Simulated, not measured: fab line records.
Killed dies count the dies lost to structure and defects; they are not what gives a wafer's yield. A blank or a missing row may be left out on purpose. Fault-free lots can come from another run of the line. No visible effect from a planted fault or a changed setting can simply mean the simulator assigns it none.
fab line records / flow sky130 / part 2 of 2: steps 30 to 40 of 40
record: lots: 5 wafers: 15 last-day: 49
route steps=708 shown VT_ADJUST_HVTP@93 VT_ADJUST_LVTN@97 VT_ADJUST_NCORE@119 VT_ADJUST_HVTR@131
lots with no fault: from the same line, run without faults
start-h: start of the lot's first displayed wafer, in hours after the record's first day / wait-h: hours since the lot's step before / " repeats the value in the row above / L1.1+2: a row that stands for several wafers / - no value present, or no start provided / * or withheld: withheld / < > ~ a bound
route shown NAME@n: NAME is a module with steps in the file, n the number in the route of the first one / usual: mean and standard deviation over wafers with no fault / same: alike in all rows / chamber/n: place in a boat / sites: the reading at each site / _std_site: standard deviation across them / _edge_site: inner sites' mean taken away from outer sites' mean / radius-mm: for every site, how far away it sits from the centre of the wafer / mask NAME#n: copy n / behind: tool/chamber where the wafer was last shaped / hold: cause of the lot's hold/its duration in hours/its outcome / device: the n, p or np transistor that did not switch / end of line: at the end of the route, the tests of the same wafers / step lacking rows: just its recipe / killed: the dies lost at the first sort to structure and to defects; this is not the yield of the wafer / map: a wafer's dies, marking killed ones x, the rest . and places with no die _
set.NAME: the run value of the setting; set.NAME@STEP: its run value at that earlier step / model.NAME: the simulator's own value behind a step, which no gauge read
lots at selected steps of the route; one table per step, one row per wafer
services: when a tool's chamber went out of use (start-h, in hours from the record's first day, below 0 if earlier), for how many hours, and the reason
== steps ==
step: SKY_VT_ADJUST_NCORE_SOFTBAKE_03
recipe: temp-c: 90 time-s: 60 resist: NOVOLAK
lot.wafer=L076.1+2+3 tool=litho-track-02 chamber=0 start-h=186.42 wait-h=0.1
lot.wafer=L081.1+2+4 tool=litho-track-04 chamber=0 start-h=225.90 wait-h=0.1
lot.wafer=L086.2+4+5 tool=litho-track-01 chamber=0 start-h=256.37 wait-h=0.1
lot.wafer=L090.2+4+5 tool=litho-track-04 chamber=0 start-h=284.67 wait-h=0.1
lot.wafer=L092.3+4+5 tool=litho-track-04 chamber=0 start-h=299.30 wait-h=0.1
step: SKY_VT_ADJUST_NCORE_EXPOSE_04
recipe: mask-id: LVTN_COMPLEMENT_THIN na: 0.6 source-shape: conventional sigma-outer: 0.6 polarization: unpolarized target-cd-nm: 380 dose-mj: 139
usual: reticle-temp-C: 22.99/0.11
lot.wafer=L076.1 tool=iline-stepper-02 chamber=0 start-h=- wait-h=- mask=LVTN_COMPLEMENT_THIN#0 reticle-temp-C=23.09
lot.wafer=L076.2 tool=iline-stepper-02 chamber=0 start-h=- wait-h=- mask=LVTN_COMPLEMENT_THIN#0 reticle-temp-C=23.10
lot.wafer=L076.3 tool=iline-stepper-02 chamber=0 start-h=- wait-h=- mask=LVTN_COMPLEMENT_THIN#0 reticle-temp-C=23.12
lot.wafer=L081.1 tool=iline-stepper-01 chamber=0 start-h=- wait-h=- mask=LVTN_COMPLEMENT_THIN#0 reticle-temp-C=22.93
lot.wafer=L081.2 tool=iline-stepper-01 chamber=0 start-h=- wait-h=- mask=LVTN_COMPLEMENT_THIN#0 reticle-temp-C=22.85
lot.wafer=L081.4 tool=iline-stepper-01 chamber=0 start-h=- wait-h=- mask=LVTN_COMPLEMENT_THIN#0 reticle-temp-C=22.82
lot.wafer=L086.2 tool=iline-stepper-01 chamber=0 start-h=- wait-h=- mask=LVTN_COMPLEMENT_THIN#0 reticle-temp-C=23.02
lot.wafer=L086.4 tool=iline-stepper-01 chamber=0 start-h=- wait-h=- mask=LVTN_COMPLEMENT_THIN#0 reticle-temp-C=23.09
lot.wafer=L086.5 tool=iline-stepper-01 chamber=0 start-h=- wait-h=- mask=LVTN_COMPLEMENT_THIN#0 reticle-temp-C=22.95
lot.wafer=L090.2 tool=iline-stepper-02 chamber=0 start-h=- wait-h=- mask=LVTN_COMPLEMENT_THIN#0 reticle-temp-C=23.10
lot.wafer=L090.4 tool=iline-stepper-02 chamber=0 start-h=- wait-h=- mask=LVTN_COMPLEMENT_THIN#0 reticle-temp-C=23.09
lot.wafer=L090.5 tool=iline-stepper-02 chamber=0 start-h=- wait-h=- mask=LVTN_COMPLEMENT_THIN#0 reticle-temp-C=23.05
lot.wafer=L092.3 tool=iline-stepper-01 chamber=0 start-h=- wait-h=- mask=LVTN_COMPLEMENT_THIN#0 reticle-temp-C=22.81
lot.wafer=L092.4 tool=iline-stepper-01 chamber=0 start-h=- wait-h=- mask=LVTN_COMPLEMENT_THIN#0 reticle-temp-C=22.75
lot.wafer=L092.5 tool=iline-stepper-01 chamber=0 start-h=- wait-h=- mask=LVTN_COMPLEMENT_THIN#0 reticle-temp-C=22.67
step: SKY_VT_ADJUST_NCORE_PEB_05
recipe: temp-c: withheld time-s: * resist: NOVOLAK
lot.wafer=L076.1+2+3 tool=litho-track-04 chamber=0 start-h=- wait-h=-
lot.wafer=L081.1+2+4 tool=litho-track-04 chamber=0 start-h=- wait-h=-
lot.wafer=L086.2+4+5 tool=litho-track-01 chamber=0 start-h=- wait-h=-
lot.wafer=L090.2+4+5 tool=litho-track-04 chamber=0 start-h=- wait-h=-
lot.wafer=L092.3+4+5 tool=litho-track-01 chamber=0 start-h=- wait-h=-
step: SKY_VT_ADJUST_NCORE_DEVELOP_06
recipe: resist: NOVOLAK developer: TMAH develop-time-s: 60 dev-temp-c: 23
usual: developer-temp-C: 22.98/0.097
same: develop-time-s: 60
lot.wafer=L076.1 tool=litho-track-04 chamber=0 start-h=197.20 wait-h=0.1 developer-temp-C=23.13
lot.wafer=L076.2 tool=litho-track-04 chamber=0 start-h=197.20 wait-h=0.1 developer-temp-C=23.07
lot.wafer=L076.3 tool=litho-track-04 chamber=0 start-h=197.20 wait-h=0.1 developer-temp-C=22.85
lot.wafer=L081.1 tool=litho-track-04 chamber=0 start-h=237.55 wait-h=0.1 developer-temp-C=22.91
lot.wafer=L081.2 tool=litho-track-04 chamber=0 start-h=237.55 wait-h=0.1 developer-temp-C=22.83
lot.wafer=L081.4 tool=litho-track-04 chamber=0 start-h=237.55 wait-h=0.1 developer-temp-C=22.92
lot.wafer=L086.2 tool=litho-track-01 chamber=0 start-h=268.32 wait-h=0.1 developer-temp-C=22.99
lot.wafer=L086.4 tool=litho-track-01 chamber=0 start-h=268.32 wait-h=0.1 developer-temp-C=22.93
lot.wafer=L086.5 tool=litho-track-01 chamber=0 start-h=268.32 wait-h=0.1 developer-temp-C=23.11
lot.wafer=L090.2 tool=litho-track-04 chamber=0 start-h=296.97 wait-h=0.1 developer-temp-C=23.03
lot.wafer=L090.4 tool=litho-track-04 chamber=0 start-h=296.97 wait-h=0.1 developer-temp-C=22.99
lot.wafer=L090.5 tool=litho-track-04 chamber=0 start-h=296.97 wait-h=0.1 developer-temp-C=23.17
lot.wafer=L092.3 tool=litho-track-01 chamber=0 start-h=312.20 wait-h=0.1 developer-temp-C=22.93
lot.wafer=L092.4 tool=litho-track-01 chamber=0 start-h=312.20 wait-h=0.1 developer-temp-C=23.20
lot.wafer=L092.5 tool=litho-track-01 chamber=0 start-h=312.20 wait-h=0.1 developer-temp-C=23.02
step: SKY_VT_ADJUST_NCORE_CD_MEAS_07
recipe: target-cd-nm: 380
usual: cd-nm: 380.4/2.7
lot.wafer=L076.1 tool=cd-sem-02 chamber=- start-h=197.35 wait-h=0.1 cd-nm=379.8
lot.wafer=L076.2 tool=cd-sem-02 chamber=- start-h=197.35 wait-h=0.1 cd-nm=380.0
lot.wafer=L076.3 tool=cd-sem-02 chamber=- start-h=197.35 wait-h=0.1 cd-nm=381.5
lot.wafer=L081.1 tool=cd-sem-02 chamber=- start-h=237.70 wait-h=0.1 cd-nm=375.9
lot.wafer=L081.2 tool=cd-sem-02 chamber=- start-h=237.70 wait-h=0.1 cd-nm=377.1
lot.wafer=L081.4 tool=cd-sem-02 chamber=- start-h=237.70 wait-h=0.1 cd-nm=375.9
lot.wafer=L086.2 tool=cd-sem-01 chamber=- start-h=268.47 wait-h=0.1 cd-nm=381.1
lot.wafer=L086.4 tool=cd-sem-01 chamber=- start-h=268.47 wait-h=0.1 cd-nm=379.3
lot.wafer=L086.5 tool=cd-sem-01 chamber=- start-h=268.47 wait-h=0.1 cd-nm=382.7
lot.wafer=L090.2 tool=cd-sem-01 chamber=- start-h=297.12 wait-h=0.1 cd-nm=377.8
lot.wafer=L090.4 tool=cd-sem-01 chamber=- start-h=297.12 wait-h=0.1 cd-nm=376.8
lot.wafer=L090.5 tool=cd-sem-01 chamber=- start-h=297.12 wait-h=0.1 cd-nm=375.6
lot.wafer=L092.3 tool=cd-sem-01 chamber=- start-h=312.34 wait-h=0.1 cd-nm=384.5
lot.wafer=L092.4 tool=cd-sem-01 chamber=- start-h=312.34 wait-h=0.1 cd-nm=384.5
lot.wafer=L092.5 tool=cd-sem-01 chamber=- start-h=312.34 wait-h=0.1 cd-nm=382.5
step: SKY_VT_ADJUST_NCORE_OVL_MEAS_08
usual: VT_ADJUST_NCORE_OVL: -0.2/1.3
lot.wafer=L076.1 tool=overlay-02 chamber=- start-h=197.47 wait-h=0.1 VT_ADJUST_NCORE_OVL[nm]=-1.2
lot.wafer=L076.2 tool=overlay-02 chamber=- start-h=197.47 wait-h=0.1 VT_ADJUST_NCORE_OVL[nm]=-0.5
lot.wafer=L076.3 tool=overlay-02 chamber=- start-h=197.47 wait-h=0.1 VT_ADJUST_NCORE_OVL[nm]=-0.8
lot.wafer=L081.1 tool=overlay-01 chamber=- start-h=237.82 wait-h=0.1 VT_ADJUST_NCORE_OVL[nm]=1.0
lot.wafer=L081.2 tool=overlay-01 chamber=- start-h=237.82 wait-h=0.1 VT_ADJUST_NCORE_OVL[nm]=-0.1
lot.wafer=L081.4 tool=overlay-01 chamber=- start-h=237.82 wait-h=0.1 VT_ADJUST_NCORE_OVL[nm]=1.4
lot.wafer=L086.2 tool=overlay-01 chamber=- start-h=268.58 wait-h=0.1 VT_ADJUST_NCORE_OVL[nm]=-0.5
lot.wafer=L086.4 tool=overlay-01 chamber=- start-h=268.58 wait-h=0.1 VT_ADJUST_NCORE_OVL[nm]=-0.2
lot.wafer=L086.5 tool=overlay-01 chamber=- start-h=268.58 wait-h=0.1 VT_ADJUST_NCORE_OVL[nm]=-0.4
lot.wafer=L090.2 tool=overlay-02 chamber=- start-h=297.22 wait-h=0.1 VT_ADJUST_NCORE_OVL[nm]=-1.9
lot.wafer=L090.4 tool=overlay-02 chamber=- start-h=297.22 wait-h=0.1 VT_ADJUST_NCORE_OVL[nm]=-2.0
lot.wafer=L090.5 tool=overlay-02 chamber=- start-h=297.22 wait-h=0.1 VT_ADJUST_NCORE_OVL[nm]=-0.9
lot.wafer=L092.3 tool=overlay-01 chamber=- start-h=312.43 wait-h=0.1 VT_ADJUST_NCORE_OVL[nm]=1.5
lot.wafer=L092.4 tool=overlay-01 chamber=- start-h=312.43 wait-h=0.1 VT_ADJUST_NCORE_OVL[nm]=1.1
lot.wafer=L092.5 tool=overlay-01 chamber=- start-h=312.43 wait-h=0.1 VT_ADJUST_NCORE_OVL[nm]=2.8
step: SKY_VT_ADJUST_NCORE_IMPLANT_09
recipe: species: B energy-kev: 10 dose-cm2: 2.4e+12 tilt-deg: withheld
usual: beam-energy-keV: 9.999/0.0031
lot.wafer=L076.1 tool=implanter-01 chamber=0 start-h=197.50 wait-h=0.0 beam-energy-keV=9.996
lot.wafer=L076.2 tool=implanter-01 chamber=0 start-h=197.50 wait-h=0.0 beam-energy-keV=9.993
lot.wafer=L076.3 tool=implanter-01 chamber=0 start-h=197.50 wait-h=0.0 beam-energy-keV=9.997
lot.wafer=L081.1 tool=implanter-01 chamber=0 start-h=237.85 wait-h=0.0 beam-energy-keV=10.001
lot.wafer=L081.2 tool=implanter-01 chamber=0 start-h=237.85 wait-h=0.0 beam-energy-keV=9.998
lot.wafer=L081.4 tool=implanter-01 chamber=0 start-h=237.85 wait-h=0.0 beam-energy-keV=10.000
lot.wafer=L086.2 tool=implanter-03 chamber=0 start-h=268.63 wait-h=0.0 beam-energy-keV=10.003
lot.wafer=L086.4 tool=implanter-03 chamber=0 start-h=268.63 wait-h=0.0 beam-energy-keV=9.997
lot.wafer=L086.5 tool=implanter-03 chamber=0 start-h=268.63 wait-h=0.0 beam-energy-keV=10.004
lot.wafer=L090.2 tool=implanter-02 chamber=0 start-h=297.28 wait-h=0.0 beam-energy-keV=9.997
lot.wafer=L090.4 tool=implanter-02 chamber=0 start-h=297.28 wait-h=0.0 beam-energy-keV=9.997
lot.wafer=L090.5 tool=implanter-02 chamber=0 start-h=297.28 wait-h=0.0 beam-energy-keV=9.999
lot.wafer=L092.3 tool=implanter-02 chamber=0 start-h=312.51 wait-h=0.1 beam-energy-keV=10.000
lot.wafer=L092.4 tool=implanter-02 chamber=0 start-h=312.51 wait-h=0.1 beam-energy-keV=10.002
lot.wafer=L092.5 tool=implanter-02 chamber=0 start-h=312.51 wait-h=0.1 beam-energy-keV=10.001
step: SKY_VT_ADJUST_NCORE_STRIP_10
recipe: chemistry: O2/N2 power-w: 1400 pressure-mtorr: 1500 platen-temp-c: withheld o2-flow-sccm: 3000 n2-flow-sccm: 300 overash-fraction: 0.5
usual: drypump-motor-current-A: 5.8/0.32 oes-product-au: 0.716/0.0048 strip-time-to-endpoint-s: 14.20/0.038
same: overash-fraction: 0.5
lot.wafer=L076.1 tool=plasma-asher-03 chamber=0 start-h=197.65 wait-h=0.1 drypump-motor-current-A=6.0 oes-product-au=0.713 rf-hours-counter-h=52 strip-time-to-endpoint-s=14.21
lot.wafer=L076.2 tool=plasma-asher-03 chamber=1 start-h=197.65 wait-h=0.1 drypump-motor-current-A=5.9 oes-product-au=0.713 rf-hours-counter-h=52 strip-time-to-endpoint-s=14.22
lot.wafer=L076.3 tool=plasma-asher-03 chamber=0 start-h=197.65 wait-h=0.1 drypump-motor-current-A=6.0 oes-product-au=0.716 rf-hours-counter-h=- strip-time-to-endpoint-s=14.24
lot.wafer=L081.1 tool=plasma-asher-03 chamber=0 start-h=238.00 wait-h=0.1 drypump-motor-current-A=6.0 oes-product-au=0.711 rf-hours-counter-h=56 strip-time-to-endpoint-s=14.17
lot.wafer=L081.2 tool=plasma-asher-03 chamber=1 start-h=238.00 wait-h=0.1 drypump-motor-current-A=5.9 oes-product-au=0.717 rf-hours-counter-h=56 strip-time-to-endpoint-s=14.18
lot.wafer=L081.4 tool=plasma-asher-03 chamber=0 start-h=238.00 wait-h=0.1 drypump-motor-current-A=6.0 oes-product-au=0.711 rf-hours-counter-h=- strip-time-to-endpoint-s=14.20
lot.wafer=L086.2 tool=plasma-asher-04 chamber=1 start-h=268.76 wait-h=0.1 drypump-motor-current-A=5.0 oes-product-au=0.720 rf-hours-counter-h=59 strip-time-to-endpoint-s=14.19
lot.wafer=L086.4 tool=plasma-asher-04 chamber=1 start-h=268.76 wait-h=0.1 drypump-motor-current-A=5.0 oes-product-au=0.721 rf-hours-counter-h=- strip-time-to-endpoint-s=14.15
lot.wafer=L086.5 tool=plasma-asher-04 chamber=1 start-h=268.76 wait-h=0.1 drypump-motor-current-A=5.0 oes-product-au=0.710 rf-hours-counter-h=- strip-time-to-endpoint-s=14.17
lot.wafer=L090.2 tool=plasma-asher-02 chamber=0 start-h=297.40 wait-h=0.1 drypump-motor-current-A=6.0 oes-product-au=0.714 rf-hours-counter-h=44 strip-time-to-endpoint-s=14.20
lot.wafer=L090.4 tool=plasma-asher-02 chamber=1 start-h=297.40 wait-h=0.1 drypump-motor-current-A=5.7 oes-product-au=0.718 rf-hours-counter-h=- strip-time-to-endpoint-s=14.21
lot.wafer=L090.5 tool=plasma-asher-02 chamber=1 start-h=297.40 wait-h=0.1 drypump-motor-current-A=5.7 oes-product-au=0.723 rf-hours-counter-h=- strip-time-to-endpoint-s=14.22
lot.wafer=L092.3 tool=plasma-asher-02 chamber=1 start-h=312.64 wait-h=0.1 drypump-motor-current-A=5.7 oes-product-au=0.712 rf-hours-counter-h=- strip-time-to-endpoint-s=14.21
lot.wafer=L092.4 tool=plasma-asher-02 chamber=0 start-h=312.64 wait-h=0.1 drypump-motor-current-A=6.1 oes-product-au=0.712 rf-hours-counter-h=- strip-time-to-endpoint-s=14.17
lot.wafer=L092.5 tool=plasma-asher-02 chamber=1 start-h=312.64 wait-h=0.1 drypump-motor-current-A=5.7 oes-product-au=0.717 rf-hours-counter-h=- strip-time-to-endpoint-s=14.19
step: SKY_VT_ADJUST_NCORE_TW_MEAS_11
usual: VT_ADJUST_NCORE_TW: 217.1/2.5
lot.wafer=L076.1 tool=film-metro-02 chamber=- start-h=197.75 wait-h=0.1 VT_ADJUST_NCORE_TW=215.5
lot.wafer=L076.2 tool=film-metro-02 chamber=- start-h=197.75 wait-h=0.1 VT_ADJUST_NCORE_TW=215.0
lot.wafer=L076.3 tool=film-metro-02 chamber=- start-h=197.75 wait-h=0.1 VT_ADJUST_NCORE_TW=215.0
lot.wafer=L081.1 tool=film-metro-02 chamber=- start-h=238.10 wait-h=0.1 VT_ADJUST_NCORE_TW=215.2
lot.wafer=L081.2 tool=film-metro-02 chamber=- start-h=238.10 wait-h=0.1 VT_ADJUST_NCORE_TW=213.3
lot.wafer=L081.4 tool=film-metro-02 chamber=- start-h=238.10 wait-h=0.1 VT_ADJUST_NCORE_TW=215.4
lot.wafer=L086.2 tool=film-metro-02 chamber=- start-h=268.87 wait-h=0.1 VT_ADJUST_NCORE_TW=214.4
lot.wafer=L086.4 tool=film-metro-02 chamber=- start-h=268.87 wait-h=0.1 VT_ADJUST_NCORE_TW=215.3
lot.wafer=L086.5 tool=film-metro-02 chamber=- start-h=268.87 wait-h=0.1 VT_ADJUST_NCORE_TW=216.2
lot.wafer=L090.2 tool=film-metro-02 chamber=- start-h=297.51 wait-h=0.1 VT_ADJUST_NCORE_TW=213.1
lot.wafer=L090.4 tool=film-metro-02 chamber=- start-h=297.51 wait-h=0.1 VT_ADJUST_NCORE_TW=214.6
lot.wafer=L090.5 tool=film-metro-02 chamber=- start-h=297.51 wait-h=0.1 VT_ADJUST_NCORE_TW=212.8
lot.wafer=L092.3 tool=film-metro-01 chamber=- start-h=312.73 wait-h=0.1 VT_ADJUST_NCORE_TW=217.9
lot.wafer=L092.4 tool=film-metro-01 chamber=- start-h=312.73 wait-h=0.1 VT_ADJUST_NCORE_TW=218.7
lot.wafer=L092.5 tool=film-metro-01 chamber=- start-h=312.73 wait-h=0.1 VT_ADJUST_NCORE_TW=218.1
step: SKY_VT_ADJUST_HVTR_DEHYDRATE_00
recipe: temp-c: 200 time-s: 60
lot.wafer=L076.1+2+3 tool=litho-track-04 chamber=0 start-h=207.35 wait-h=9.6
lot.wafer=L081.1+2+4 tool=litho-track-01 chamber=0 start-h=249.45 wait-h=11.3
lot.wafer=L086.2+4+5 tool=litho-track-01 chamber=0 start-h=281.27 wait-h=12.4
lot.wafer=L090.2+4+5 tool=litho-track-03 chamber=0 start-h=309.43 wait-h=11.9
lot.wafer=L092.3+4+5 tool=litho-track-04 chamber=0 start-h=324.60 wait-h=11.9
step: SKY_VT_ADJUST_HVTR_HMDS_01
recipe: prime-time-s: 60 prime-temp-c: 120
lot.wafer=L076.1+2+3 tool=litho-track-04 chamber=0 start-h=207.50 wait-h=0.1
lot.wafer=L081.1+2+4 tool=litho-track-01 chamber=0 start-h=249.60 wait-h=0.1
lot.wafer=L086.2+4+5 tool=litho-track-01 chamber=0 start-h=281.42 wait-h=0.1
lot.wafer=L090.2+4+5 tool=litho-track-03 chamber=0 start-h=309.58 wait-h=0.1
lot.wafer=L092.3+4+5 tool=litho-track-04 chamber=0 start-h=324.75 wait-h=0.1
== services ==
tool=implanter-02 chamber=- start-h=121.44 hours=5.8 kind=repair
tool=implanter-01 chamber=- start-h=122.35 hours=2.2 kind=repair
tool=iline-stepper-02 chamber=- start-h=131.61 hours=5.0 kind=repair
tool=implanter-04 chamber=- start-h=133.73 hours=3.0 kind=repair
tool=plasma-asher-02 chamber=- start-h=137.41 hours=11.5 kind=repair
tool=plasma-asher-01 chamber=- start-h=146.34 hours=14.6 kind=pm
tool=implanter-01 chamber=- start-h=151.16 hours=2.9 kind=repair
tool=iline-stepper-01 chamber=- start-h=156.51 hours=1.7 kind=pm
tool=implanter-04 chamber=- start-h=159.19 hours=3.2 kind=repair
tool=plasma-asher-01 chamber=- start-h=163.35 hours=1.4 kind=repair
tool=implanter-02 chamber=- start-h=171.90 hours=1.0 kind=repair
tool=implanter-02 chamber=- start-h=179.34 hours=0.9 kind=repair
tool=iline-stepper-02 chamber=- start-h=232.29 hours=1.7 kind=pm
tool=plasma-asher-02 chamber=- start-h=248.44 hours=1.8 kind=repair
tool=plasma-asher-02 chamber=- start-h=248.92 hours=3.6 kind=repair
tool=implanter-02 chamber=- start-h=265.85 hours=18.6 kind=repair
tool=implanter-03 chamber=- start-h=273.62 hours=3.8 kind=repair
tool=iline-stepper-01 chamber=- start-h=278.40 hours=5.3 kind=repair
tool=plasma-asher-02 chamber=- start-h=292.92 hours=0.7 kind=repair
tool=plasma-asher-03 chamber=- start-h=295.31 hours=8.8 kind=repair
tool=implanter-01 chamber=- start-h=313.37 hours=5.2 kind=repair
tool=implanter-02 chamber=- start-h=314.17 hours=0.5 kind=repair
tool=iline-stepper-02 chamber=- start-h=318.45 hours=2.1 kind=pm
tool=implanter-02 chamber=- start-h=318.46 hours=2.1 kind=repair
